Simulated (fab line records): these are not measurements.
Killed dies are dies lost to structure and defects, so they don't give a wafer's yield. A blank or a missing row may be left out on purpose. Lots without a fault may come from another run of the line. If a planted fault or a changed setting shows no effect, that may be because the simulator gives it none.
fab line records | flow sky130
record lots=6 | wafers=18 | last-day=50
route steps=708 shown VT_ADJUST_HVTR@140 VT_ADJUST_PCH@143 SONOS_TUNNEL@154 SONOS_ONO@168 PAD_OPEN@708
lots with no fault: from the same line, run without faults
start-h: hours from the record's first day to the start of the lot's first wafer shown | wait-h: how many hours have passed since the lot's step before this one | " repeats the value in the row above | L1.1+2: one row covering several wafers at once | - no value present, or no start provided | * or withheld: withheld | < > ~ a bound
route shown NAME@n: names a module that has steps shown in the file, with the first one's number in the route | usual: average and standard deviation across the fault-free wafers | same: alike in all rows | chamber/n: place in a boat | sites: each site's reading | _std_site: standard deviation across them | _edge_site: outer sites' mean less inner sites' | radius-mm: for every site, how far away it sits from the centre of the wafer | mask NAME#n: copy n | behind: the tool/chamber that last shaped the wafer | hold: reason for holding the lot/hours on hold/outcome of the hold | device: transistor that didn't switch, given as n, p or np | end of line: the route-end tests of the same wafers | a step given without rows: its recipe and nothing more | killed: dies that structure and defects cost at the first sort, which is not the same as the wafer's yield | map: shows each die of a wafer: x if killed, . if not, _ if none is there
set.NAME: the setting that was run; set.NAME@STEP: the one run at that earlier step | model.NAME: the simulator's own value behind a step, which no gauge read
lots seen at some steps along the route; tables by step, rows by wafer
services: when a tool's chamber went out of use (start-h, in hours from the record's first day, below 0 if earlier), for how many hours, and the reason
## steps
# step SKY_VT_ADJUST_HVTR_IMPLANT_09
# recipe species=B | energy-kev=10 | dose-cm2=2.1e+12 | tilt-deg=withheld
# step SKY_VT_ADJUST_HVTR_STRIP_10
# recipe chemistry=O2/N2 | power-w=1400 | pressure-mtorr=1500 | platen-temp-c=withheld | o2-flow-sccm=3000 | n2-flow-sccm=300 | overash-fraction=0.5
# usual drypump-motor-current-A=5.68/0.27 | n2-flow-sccm=299.9/0.93 | oes-product-au=0.716/0.0048 | strip-time-to-endpoint-s=14.18/0.035
# same overash-fraction=0.5
lot.wafer | tool            | chamber | start-h | wait-h | drypump-motor-current-A | n2-flow-sccm | oes-product-au | rf-hours-counter-h | strip-time-to-endpoint-s
L923.2    | plasma-asher-03 | 0       | 202.65  | 0.1    | 5.66                    | 299.6        | 0.720          | 34                 | 14.21
L923.5    | "               | 1       | "       | "      | 5.67                    | 300.1        | 0.710          | -                  | 14.21
L923.6    | "               | 0       | "       | "      | 5.65                    | 303.7        | 0.713          | -                  | 14.20
L932.3    | plasma-asher-02 | 1       | 271.71  | 0.1    | 6.12                    | 299.9        | 0.714          | -                  | 14.10
L932.5    | "               | 0       | "       | "      | 5.26                    | 301.2        | 0.718          | -                  | 14.10
L932.6    | "               | 1       | "       | "      | 6.10                    | 300.5        | 0.719          | -                  | 14.14
L933.1    | plasma-asher-04 | 0       | 277.83  | 0.2    | 5.82                    | 299.7        | 0.717          | 15                 | 14.18
L933.3    | "               | 1       | "       | "      | 5.52                    | 298.4        | 0.714          | -                  | 14.15
L933.4    | "               | 0       | "       | "      | 5.83                    | 300.6        | 0.722          | -                  | 14.19
L935.1    | plasma-asher-03 | 1       | 292.43  | 0.1    | 5.64                    | 297.7        | 0.721          | 42                 | 14.25
L935.2    | "               | 0       | "       | "      | 5.65                    | 300.1        | 0.716          | 42                 | 14.23
L935.5    | "               | 1       | "       | "      | 5.64                    | 298.6        | 0.715          | -                  | 14.24
L943.2    | plasma-asher-03 | 0       | 352.95  | 0.1    | 5.66                    | 300.6        | 0.722          | 48                 | 14.15
L943.3    | "               | 0       | "       | "      | 5.68                    | 299.8        | 0.713          | -                  | 14.19
L943.5    | "               | 0       | "       | "      | 5.68                    | 299.4        | 0.718          | -                  | 14.16
L945.2    | plasma-asher-03 | 1       | 377.83  | 0.1    | 5.63                    | 300.5        | 0.720          | 51                 | 14.17
L945.5    | "               | 1       | "       | "      | 5.66                    | 299.6        | 0.719          | -                  | 14.20
L945.6    | "               | 0       | "       | "      | 5.68                    | 301.7        | 0.713          | -                  | 14.21
# step SKY_VT_ADJUST_HVTR_TW_MEAS_11
# usual VT_ADJUST_HVTR_TW=213.4/2.4
lot.wafer | tool          | chamber | start-h | wait-h | VT_ADJUST_HVTR_TW
L923.2    | film-metro-04 | -       | 202.76  | 0.1    | 215.8
L923.5    | "             | -       | "       | "      | 216.9
L923.6    | "             | -       | "       | "      | 214.6
L932.3    | film-metro-01 | -       | 271.80  | 0.1    | 212.9
L932.5    | "             | -       | "       | "      | 212.5
L932.6    | "             | -       | "       | "      | 211.8
L933.1    | film-metro-04 | -       | 277.93  | 0.1    | 218.4
L933.3    | "             | -       | "       | "      | 216.9
L933.4    | "             | -       | "       | "      | 217.7
L935.1    | film-metro-02 | -       | 292.53  | 0.1    | 211.0
L935.2    | "             | -       | "       | "      | 210.0
L935.5    | "             | -       | "       | "      | 210.0
L943.2    | film-metro-01 | -       | 353.06  | 0.1    | 212.1
L943.3    | "             | -       | "       | "      | 211.6
L943.5    | "             | -       | "       | "      | 213.2
L945.2    | film-metro-01 | -       | 377.94  | 0.1    | 212.9
L945.5    | "             | -       | "       | "      | 212.4
L945.6    | "             | -       | "       | "      | 211.8
# step SKY_VT_ADJUST_PCH_DEHYDRATE_00
# recipe temp-c=200 | time-s=60
# step SKY_VT_ADJUST_PCH_HMDS_01
# recipe prime-time-s=60 | prime-temp-c=120
# step SKY_VT_ADJUST_PCH_COAT_02
# recipe spin-rpm=2000 | resist-thk-nm=3000
# step SKY_VT_ADJUST_PCH_SOFTBAKE_03
# recipe temp-c=110 | time-s=withheld
# step SKY_VT_ADJUST_PCH_EXPOSE_04
# recipe mask-id=NWM | na=0.6 | source-shape=conventional | sigma-outer=0.6 | polarization=unpolarized | target-cd-nm=840 | dose-mj=255
# step SKY_VT_ADJUST_PCH_PEB_05
# recipe temp-c=115 | time-s=withheld
# step SKY_VT_ADJUST_PCH_DEVELOP_06
# recipe wall-angle-deg=90 | developer=TMAH | develop-time-s=60 | dev-temp-c=23
# step SKY_VT_ADJUST_PCH_OVL_MEAS_07
# usual VT_ADJUST_PCH_OVL=0.3/1.2
lot.wafer | tool       | chamber | start-h | wait-h | VT_ADJUST_PCH_OVL[nm]
L923.2    | overlay-01 | -       | 225.18  | -      | -1.5
L923.5    | "          | -       | "       | "      | -0.1
L923.6    | "          | -       | "       | "      | 0.1
L932.3    | overlay-02 | -       | 296.67  | -      | -0.7
L932.5    | "          | -       | "       | "      | 1.3
L932.6    | "          | -       | "       | "      | 0.6
L933.1    | overlay-01 | -       | 303.24  | -      | 0.2
L933.3    | "          | -       | "       | "      | 1.4
L933.4    | "          | -       | "       | "      | 0.3
L935.1    | overlay-02 | -       | 317.56  | -      | 0.7
L935.2    | "          | -       | "       | "      | 0.9
L935.5    | "          | -       | "       | "      | 1.6
L943.2    | overlay-01 | -       | 380.95  | -      | 1.5
L943.3    | "          | -       | "       | "      | 0.3
L943.5    | "          | -       | "       | "      | 1.3
L945.2    | overlay-02 | -       | 406.98  | -      | 3.8
L945.5    | "          | -       | "       | "      | 0.4
L945.6    | "          | -       | "       | "      | 2.4
# step SKY_VT_ADJUST_PCH_IMPLANT_08
# recipe species=B | energy-kev=10 | dose-cm2=5e+11 | tilt-deg=withheld
# step SKY_VT_ADJUST_PCH_STRIP_09
# recipe chemistry=O2/N2 | power-w=1400 | pressure-mtorr=1500 | platen-temp-c=withheld | o2-flow-sccm=3000 | n2-flow-sccm=300 | overash-fraction=0.5
# usual drypump-motor-current-A=5.8/0.4 | n2-flow-sccm=299.9/0.78 | oes-product-au=0.723/0.0045 | strip-time-to-endpoint-s=36.92/0.087
# same overash-fraction=0.5
lot.wafer | tool            | chamber | start-h | wait-h | drypump-motor-current-A | n2-flow-sccm | oes-product-au | rf-hours-counter-h | strip-time-to-endpoint-s
L923.2    | plasma-asher-01 | 1       | 225.61  | 0.1    | 6.0                     | 299.5        | 0.723          | 54                 | 36.92
L923.5    | "               | 0       | "       | "      | 6.5                     | 300.7        | 0.721          | -                  | 36.93
L923.6    | "               | 1       | "       | "      | 6.0                     | 298.9        | 0.724          | -                  | 36.97
L932.3    | plasma-asher-02 | 0       | 296.88  | 0.1    | 5.2                     | 299.3        | 0.725          | -                  | 37.09
L932.5    | "               | 1       | "       | "      | 6.1                     | 301.4        | 0.723          | -                  | 37.18
L932.6    | "               | 0       | "       | "      | 5.2                     | 301.0        | 0.728          | -                  | 37.09
L933.1    | plasma-asher-03 | 1       | 303.43  | 0.1    | 5.7                     | 299.0        | 0.725          | 43                 | 36.92
L933.3    | "               | 0       | "       | "      | 5.7                     | 301.1        | 0.721          | -                  | 36.89
L933.4    | "               | 1       | "       | "      | 5.7                     | 300.5        | 0.726          | -                  | 36.90
L935.1    | plasma-asher-02 | 1       | 317.75  | 0.1    | 6.1                     | 300.3        | 0.719          | 66                 | 36.91
L935.2    | "               | 0       | "       | "      | 5.2                     | 298.9        | 0.725          | 66                 | 36.90
L935.5    | "               | 0       | "       | "      | 5.2                     | 300.2        | 0.729          | -                  | 36.84
L943.2    | plasma-asher-03 | 0       | 381.13  | 0.1    | 5.7                     | 299.7        | 0.722          | 51                 | 36.91
L943.3    | "               | 0       | "       | "      | 5.7                     | 299.4        | 0.720          | -                  | 36.82
L943.5    | "               | 1       | "       | "      | 5.7                     | 299.7        | 0.720          | -                  | 36.89
L945.2    | plasma-asher-03 | 0       | 407.16  | 0.1    | 5.7                     | 299.5        | 0.731          | 53                 | 36.94
L945.5    | "               | 0       | "       | "      | 5.7                     | 299.3        | 0.723          | -                  | 37.03
L945.6    | "               | 1       | "       | "      | 5.7                     | 298.9        | 0.722          | -                  | 36.96
# step SKY_VT_ADJUST_PCH_TW_MEAS_10
# usual VT_ADJUST_PCH_TW=144.3/1.6
lot.wafer | tool          | chamber | start-h | wait-h | VT_ADJUST_PCH_TW
L923.2    | film-metro-03 | -       | 225.72  | 0.1    | 143.6
L923.5    | "             | -       | "       | "      | 143.9
L923.6    | "             | -       | "       | "      | 143.6
L932.3    | film-metro-03 | -       | 296.97  | 0.1    | 143.7
L932.5    | "             | -       | "       | "      | 144.0
L932.6    | "             | -       | "       | "      | 143.7
L933.1    | film-metro-03 | -       | 303.53  | 0.1    | 144.0
L933.3    | "             | -       | "       | "      | 144.1
L933.4    | "             | -       | "       | "      | 144.1
L935.1    | film-metro-03 | -       | 317.85  | 0.1    | 143.3
L935.2    | "             | -       | "       | "      | 143.2
L935.5    | "             | -       | "       | "      | 143.0
L943.2    | film-metro-04 | -       | 381.24  | 0.1    | 145.4
L943.3    | "             | -       | "       | "      | 145.4
L943.5    | "             | -       | "       | "      | 145.6
L945.2    | film-metro-03 | -       | 407.27  | 0.1    | 143.8
L945.5    | "             | -       | "       | "      | 144.5
L945.6    | "             | -       | "       | "      | 143.8
# step SKY_SONOS_TUNNEL_DEHYDRATE_00
# recipe temp-c=200 | time-s=60
# step SKY_SONOS_TUNNEL_HMDS_01
# recipe prime-time-s=60 | prime-temp-c=120
# step SKY_SONOS_TUNNEL_COAT_02
# recipe resist=NOVOLAK | spin-rpm=3000 | resist-thk-nm=1140
# step SKY_SONOS_TUNNEL_SOFTBAKE_03
# recipe temp-c=90 | time-s=60 | resist=NOVOLAK
# step SKY_SONOS_TUNNEL_EXPOSE_04
# recipe mask-id=TUNM | na=0.6 | source-shape=conventional | sigma-outer=0.6 | polarization=unpolarized | target-cd-nm=410 | dose-mj=136
# step SKY_SONOS_TUNNEL_PEB_05
# recipe temp-c=withheld | time-s=* | resist=NOVOLAK
# step SKY_SONOS_TUNNEL_DEVELOP_06
# recipe resist=NOVOLAK | developer=TMAH | develop-time-s=60 | dev-temp-c=23
# step SKY_SONOS_TUNNEL_CD_MEAS_07
# recipe target-cd-nm=410
# usual cd-nm=410.8/1.9
lot.wafer | tool      | chamber | start-h | wait-h | cd-nm
L923.2    | cd-sem-01 | -       | 248.53  | 0.1    | 408.2
L923.5    | "         | -       | "       | "      | 406.6
L923.6    | "         | -       | "       | "      | 407.7
L932.3    | cd-sem-01 | -       | 322.01  | 0.1    | 411.2
L932.5    | "         | -       | "       | "      | 414.0
L932.6    | "         | -       | "       | "      | 409.8
L933.1    | cd-sem-02 | -       | 330.02  | 0.1    | 410.3
L933.3    | "         | -       | "       | "      | 411.1
L933.4    | "         | -       | "       | "      | 409.5
L935.1    | cd-sem-01 | -       | 344.22  | 0.1    | 410.9
L935.2    | "         | -       | "       | "      | 412.1
L935.5    | "         | -       | "       | "      | 408.1
L943.2    | cd-sem-02 | -       | 410.74  | 0.1    | 409.4
L943.3    | "         | -       | "       | "      | 412.8
L943.5    | "         | -       | "       | "      | 412.1
L945.2    | cd-sem-01 | -       | 437.58  | 0.1    | 409.4
L945.5    | "         | -       | "       | "      | 410.5
L945.6    | "         | -       | "       | "      | 409.2
# step SKY_SONOS_TUNNEL_OVL_MEAS_08
# usual SONOS_TUNNEL_OVL=0.3/1.5
lot.wafer | tool       | chamber | start-h | wait-h | SONOS_TUNNEL_OVL[nm]
L923.2    | overlay-02 | -       | 248.64  | 0.1    | 0.3
L923.5    | "          | -       | "       | "      | -2.1
L923.6    | "          | -       | "       | "      | -1.8
L932.3    | overlay-02 | -       | 322.10  | 0.1    | -1.0
L932.5    | "          | -       | "       | "      | -2.4
L932.6    | "          | -       | "       | "      | 0.3
L933.1    | overlay-02 | -       | 330.14  | 0.1    | -1.7
L933.3    | "          | -       | "       | "      | 0.4
L933.4    | "          | -       | "       | "      | 2.1
L935.1    | overlay-02 | -       | 344.34  | 0.1    | -0.4
L935.2    | "          | -       | "       | "      | -0.2
L935.5    | "          | -       | "       | "      | -0.1
L943.2    | overlay-01 | -       | 410.85  | 0.1    | 2.3
L943.3    | "          | -       | "       | "      | 2.7
L943.5    | "          | -       | "       | "      | 2.6
L945.2    | overlay-01 | -       | 437.69  | 0.1    | 1.0
L945.5    | "          | -       | "       | "      | -0.5
L945.6    | "          | -       | "       | "      | -0.3
# step SKY_SONOS_TUNNEL_IMPLANT_09
# recipe species=B | energy-kev=19.63 | dose-cm2=1e+12 | tilt-deg=withheld
# step SKY_SONOS_TUNNEL_WET_ETCH_10
# recipe chemistry=dHF | target-depth-nm=14 | target=SiO2 | dilution=100:1 | temp-c=25 | time-s=280
# step SKY_SONOS_TUNNEL_STRIP_11
# recipe chemistry=SPM | time-s=600 | temp-c=130
# step SKY_SONOS_TUNNEL_TW_MEAS_12
# usual SONOS_TUNNEL_TW=199.5/1.9
lot.wafer | tool          | chamber | start-h | wait-h | SONOS_TUNNEL_TW
L923.2    | film-metro-03 | -       | 249.10  | 0.0    | 196.3
L923.5    | "             | -       | "       | "      | 198.0
L923.6    | "             | -       | "       | "      | 198.1
L932.3    | film-metro-04 | -       | 322.73  | 0.0    | 200.8
L932.5    | "             | -       | "       | "      | 199.9
L932.6    | "             | -       | "       | "      | 201.6
L933.1    | film-metro-04 | -       | 330.68  | 0.0    | 202.5
L933.3    | "             | -       | "       | "      | 201.2
L933.4    | "             | -       | "       | "      | 200.6
L935.1    | film-metro-01 | -       | 344.80  | 0.0    | 199.0
L935.2    | "             | -       | "       | "      | 197.2
L935.5    | "             | -       | "       | "      | 197.6
L943.2    | film-metro-03 | -       | 411.30  | 0.0    | 196.3
L943.3    | "             | -       | "       | "      | 197.0
L943.5    | "             | -       | "       | "      | 197.4
L945.2    | film-metro-01 | -       | 438.15  | 0.0    | 199.8
L945.5    | "             | -       | "       | "      | 199.1
L945.6    | "             | -       | "       | "      | 198.6
# step SKY_SONOS_TUNNEL_CLEAN_13
# recipe chemistry=dHF | time-s=20 | dilution=100:1 | dry=ipa-marangoni
# step SKY_SONOS_ONO_OXIDATION_00
# recipe temp-c=800 | ambient=O2 | idle-temp-c=700 | ramp-up-c-per-min=10 | ramp-down-c-per-min=3 | stabilise-s=600 | purge-s=300 | target-thk-a=26 | ox-time-s=1249
# step SKY_SONOS_ONO_THK_MEAS_01
# recipe reads=SiO2_of_SONOS_ONO_OXIDATION_00
# usual SONOS_ONO_OXIDATION_THK=2.59/0.055
lot.wafer | tool          | chamber | start-h | wait-h | SONOS_ONO_OXIDATION_THK[nm]
L923.2    | film-metro-02 | -       | 252.67  | 0.0    | 2.60
L923.5    | "             | -       | "       | "      | 2.61
L923.6    | "             | -       | "       | "      | 2.60
L932.3    | film-metro-01 | -       | 324.98  | 0.0    | 2.58
L932.5    | "             | -       | "       | "      | 2.51
L932.6    | "             | -       | "       | "      | 2.57
L933.1    | film-metro-01 | -       | 333.40  | 0.0    | 2.62
L933.3    | "             | -       | "       | "      | 2.62
L933.4    | "             | -       | "       | "      | 2.61
L935.1    | film-metro-02 | -       | 346.22  | 0.0    | 2.62
L935.2    | "             | -       | "       | "      | 2.56
L935.5    | "             | -       | "       | "      | 2.65
L943.2    | film-metro-03 | -       | 414.07  | 0.0    | 2.56
L943.3    | "             | -       | "       | "      | 2.57
L943.5    | "             | -       | "       | "      | 2.58
L945.2    | film-metro-01 | -       | 441.98  | 0.0    | 2.49
L945.5    | "             | -       | "       | "      | 2.54
L945.6    | "             | -       | "       | "      | 2.56
# step SKY_SONOS_ONO_CVD_02
# recipe material=Si3N4 | precursor=DCS/NH3 | target-thk-nm=10.5 | temp-c=770 | time-s=180 | pressure-mtorr=250
# step SKY_SONOS_ONO_THK_MEAS_03
# recipe reads=Si3N4_of_SONOS_ONO_CVD_02
# usual SONOS_ONO_CVD_02_THK=10.46/0.14
lot.wafer | tool          | chamber | start-h | wait-h | SONOS_ONO_CVD_02_THK[nm]
L923.2    | film-metro-02 | -       | 253.78  | 0.0    | 10.44
L923.5    | "             | -       | "       | "      | 10.49
L923.6    | "             | -       | "       | "      | 10.45
L932.3    | film-metro-03 | -       | 327.13  | 0.0    | 10.33
L932.5    | "             | -       | "       | "      | 10.38
L932.6    | "             | -       | "       | "      | 10.36
L933.1    | film-metro-03 | -       | 336.17  | 0.0    | 10.55
L933.3    | "             | -       | "       | "      | 10.63
L933.4    | "             | -       | "       | "      | 10.56
L935.1    | film-metro-02 | -       | 347.33  | 0.0    | 10.63
L935.2    | "             | -       | "       | "      | 10.63
L935.5    | "             | -       | "       | "      | 10.60
L943.2    | film-metro-03 | -       | 415.94  | 0.0    | 10.16
L943.3    | "             | -       | "       | "      | 10.14
L943.5    | "             | -       | "       | "      | 10.18
L945.2    | film-metro-03 | -       | 443.09  | 0.0    | 10.43
L945.5    | "             | -       | "       | "      | 10.44
L945.6    | "             | -       | "       | "      | 10.36
# step SKY_SONOS_ONO_CVD_04
# recipe material=SiO2 | precursor=SiH4/N2O | target-thk-nm=5.7199 | temp-c=900 | pressure-mtorr=400
# step SKY_SONOS_ONO_THK_MEAS_05
# recipe reads=SiO2_of_SONOS_ONO_CVD_04
# usual SONOS_ONO_CVD_04_THK=5.71/0.12
lot.wafer | tool          | chamber | start-h | wait-h | SONOS_ONO_CVD_04_THK[nm]
L923.2    | film-metro-01 | -       | 255.09  | 0.0    | 5.54
L923.5    | "             | -       | "       | "      | 5.56
L923.6    | "             | -       | "       | "      | 5.49
L932.3    | film-metro-01 | -       | 328.44  | 0.0    | 5.83
L932.5    | "             | -       | "       | "      | 5.82
L932.6    | "             | -       | "       | "      | 5.74
L933.1    | film-metro-01 | -       | 337.48  | 0.0    | 5.99
L933.3    | "             | -       | "       | "      | 5.91
L933.4    | "             | -       | "       | "      | 5.83
L935.1    | film-metro-03 | -       | 348.64  | 0.0    | 5.65
L935.2    | "             | -       | "       | "      | 5.76
L935.5    | "             | -       | "       | "      | 5.79
L943.2    | film-metro-01 | -       | 417.25  | 0.0    | 5.82
L943.3    | "             | -       | "       | "      | 5.77
L943.5    | "             | -       | "       | "      | 5.81
L945.2    | film-metro-01 | -       | 446.02  | 0.0    | 5.88
L945.5    | "             | -       | "       | "      | 5.63
L945.6    | "             | -       | "       | "      | 5.75
# step SKY_SONOS_ONO_DEHYDRATE_06
# recipe temp-c=200 | time-s=60
# step SKY_SONOS_ONO_HMDS_07
# recipe prime-time-s=60 | prime-temp-c=120
# step SKY_SONOS_ONO_COAT_08
# recipe resist=NOVOLAK | spin-rpm=3000 | resist-thk-nm=1140
# step SKY_SONOS_ONO_SOFTBAKE_09
# recipe temp-c=90 | time-s=60 | resist=NOVOLAK
# step SKY_SONOS_ONO_EXPOSE_10
# recipe mask-id=ONOM | target-cd-nm=410 | na=0.6 | source-shape=conventional | sigma-outer=0.6 | dose-mj=150
# step SKY_SONOS_ONO_PEB_11
# recipe temp-c=withheld | time-s=* | resist=NOVOLAK
# step SKY_SONOS_ONO_DEVELOP_12
# recipe develop-time-s=60 | dev-temp-c=23
# step SKY_SONOS_ONO_CD_MEAS_13
# recipe target-cd-nm=410
# usual cd-nm=408.8/2.5
lot.wafer | tool      | chamber | start-h | wait-h | cd-nm
L923.2    | cd-sem-01 | -       | 279.65  | 0.1    | 406.2
L923.5    | "         | -       | "       | "      | 405.5
L923.6    | "         | -       | "       | "      | 406.7
L932.3    | cd-sem-02 | -       | 355.45  | 0.1    | 414.6
L932.5    | "         | -       | "       | "      | 412.8
L932.6    | "         | -       | "       | "      | 411.3
L933.1    | cd-sem-01 | -       | 365.59  | 0.1    | 406.3
L933.3    | "         | -       | "       | "      | 408.5
L933.4    | "         | -       | "       | "      | 409.1
L935.1    | cd-sem-01 | -       | 376.71  | 0.1    | 411.6
L935.2    | "         | -       | "       | "      | 408.5
L935.5    | "         | -       | "       | "      | 412.5
L943.2    | cd-sem-01 | -       | 447.41  | 0.1    | 408.8
L943.3    | "         | -       | "       | "      | 408.8
L943.5    | "         | -       | "       | "      | 408.6
L945.2    | cd-sem-01 | -       | 476.23  | 0.1    | 407.6
L945.5    | "         | -       | "       | "      | 409.9
L945.6    | "         | -       | "       | "      | 412.3
# step SKY_PAD_OPEN_PROBE_99
# usual killed_at_M0_to_M3=44/7.5 | killed_at_M4_up=3.1/1.7 | killed-at-contacts=24/6.2 | killed-at-front-end=15/4.2 | killed-at-other=0.4/0.58 | killed-dies=85/10 | killed-open=47/7.7 | killed-short=38/6.4
# same gross-dies=492 | killed-at-back-side=0
lot.wafer | tool      | chamber | start-h | wait-h | killed_at_M0_to_M3 | killed_at_M4_up | killed-at-contacts | killed-at-front-end | killed-at-other | killed-dies | killed-open | killed-short
L943.2    | prober-01 | -       | 1183.34 | 0.1    | 42                 | 2               | 23                 | 12                  | 0               | 79          | 44          | 35
L943.3    | prober-01 | -       | 1183.39 | 0.2    | 48                 | 3               | 20                 | 12                  | 0               | 83          | 42          | 41
L943.5    | prober-01 | -       | 1183.49 | 0.2    | 44                 | 4               | 13                 | 65                  | 0               | 126         | 39          | 31
L945.2    | prober-01 | -       | 1205.58 | 0.1    | 36                 | 3               | 26                 | 15                  | 0               | 80          | 39          | 41
L945.5    | prober-01 | -       | 1205.73 | 0.2    | 40                 | 2               | 18                 | 22                  | 0               | 82          | 44          | 38
L945.6    | prober-01 | -       | 1205.78 | 0.2    | 44                 | 0               | 23                 | 74                  | 0               | 141         | 54          | 28
# killed by level:class
L943.2 VIA1:geometric-particle:open=9 VIA2:geometric-particle:open=8 CONTACT:geometric-particle:open=7 FIELD_ISO:geometric-particle:open=6 LI_CONTACT:geometric-particle:open=5 LOCAL_INTERCONNECT:geometric-particle:short=5 METAL1:geometric-particle:short=5 METAL2:geometric-particle:short=5
L943.3 VIA1:geometric-particle:open=14 LOCAL_INTERCONNECT:geometric-particle:short=8 METAL1:geometric-particle:short=8 CONTACT:geometric-particle:open=7 VIA1:geometric-particle:short=6 FIELD_ISO:geometric-particle:open=5 VIA2:geometric-particle:open=5 VIA3:geometric-particle:short=5
L943.5 VT_ADJUST_PCH:unspecified=56 VIA1:geometric-particle:open=14 METAL2:geometric-particle:short=6 VIA1:geometric-particle:short=5 LI_CONTACT:geometric-particle:open=4 SPACER:geometric-particle:open=3 CONTACT:geometric-particle:open=3 METAL3:geometric-particle:short=3
L945.2 CONTACT:geometric-particle:open=8 VIA1:geometric-particle:open=7 LOCAL_INTERCONNECT:geometric-particle:short=6 VIA3:geometric-particle:open=6 FIELD_ISO:geometric-particle:short=5 CONTACT:geometric-particle:short=5 VIA1:geometric-particle:short=5 METAL2:geometric-particle:short=5
L945.5 VIA1:geometric-particle:open=11 VIA3:geometric-particle:open=8 POLY_GATE:geometric-particle:short=7 CONTACT:geometric-particle:open=7 FIELD_ISO:geometric-particle:short=5 METAL2:geometric-particle:short=5 LI_CONTACT:geometric-particle:open=4 METAL1:geometric-particle:short=4
L945.6 VT_ADJUST_PCH:unspecified=58 VIA1:geometric-particle:open=16 CONTACT:geometric-particle:open=9 VIA2:geometric-particle:open=9 VIA3:geometric-particle:open=6 FIELD_ISO:geometric-particle:open=5 LI_CONTACT:geometric-particle:open=5 METAL1:geometric-particle:short=5
# map L943.5 (x killed, . not)
__________.xx..x..x._________
________........xx...x_______
______.........x...x...._____
_____....x........x......____
____.x.....x....xxx.......___
___....xx........x.........__
__x.....x..............xx..._
_...x.xx.......x....x..x.x...
_....................x..xx...
_...x.x......x....x.xx...xx.x
_......x.x.x....x...xxxxxxx..
_.xx...x...........xxxxxxxxx.
_..x......x..x....xxxxxxxxxxx
_x........x..x....x.xxxxxxxx.
_..x...............xxxxxxxxx.
__x......x.......x.xxxxxxxxx_
___..........x.......x.xx.x__
____..x.....xx......x.....___
_____..x.................____
______............x....._____
________.............._______
__________..x..x...._________
# map L945.6 (x killed, . not)
__________........x._________
________....x.......x._______
______..........x.x....._____
_____x......x...x.....x..____
____.......xxx.x..........___
___.....x.....x.......x....__
__..........xx.xx..........._
_.......x.xx..........x..x.xx
_..x.......x.....x...........
_x........x.x..x.....x.xxx...
_x....x........x...x.xxxxxx..
_....x............x.xxxxxxxxx
_..x.x.....x....x.xxxxxxxxxx.
_x..........x....xxxxxxxxxxxx
_x..x....x..x....x.xxxxxxxxxx
__..x...xx.....x....xxxxxxxx_
___..xx.x..x...x...x.xxxx..__
____.x..x..x.....xx..x..x.___
_____..........x.........____
______.............x.x.._____
________..xx.x.....x.._______
__________.....xx.x._________
## services
tool            | chamber | start-h | hours | kind
plasma-asher-04 | -       | 231.93  | 3.5   | repair
plasma-asher-02 | -       | 247.41  | 0.4   | repair
plasma-asher-04 | -       | 255.71  | 0.9   | repair
plasma-asher-01 | -       | 265.80  | 0.9   | repair
plasma-asher-04 | -       | 271.15  | 2.1   | repair
plasma-asher-03 | -       | 384.59  | 0.4   | repair
## key
first-sign step=SKY_PAD_OPEN_PROBE_99 | reading=killed-at-front-end | direction=up | sigmas=13 | usual=15 | struck=70
effect step=SKY_PAD_OPEN_PROBE_99 | reading=killed-dies | direction=up | sigmas=4.7 | usual=85 | struck=134
met-at SKY_VT_ADJUST_PCH_STRIP_09
struck-wafers L943.5,L945.6
tester-left-out L943,L945
onset-between 303.43 381.13
fault kind=chamber-particle-source | tool=plasma-asher-03 | chamber=1 | onset-h=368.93 | steps=SKY_VT_ADJUST_PCH_STRIP_09 | rate-per-visit-cm2=0.83811 | end-h=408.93
# tester-left-out: of these lots the tester's yield and bins aren't shown, on N5 and GAA mostly nor the transistor test; their killed dies are dies lost to structure and defects alone, not to doping, threshold or leakage, so they don't give the yield
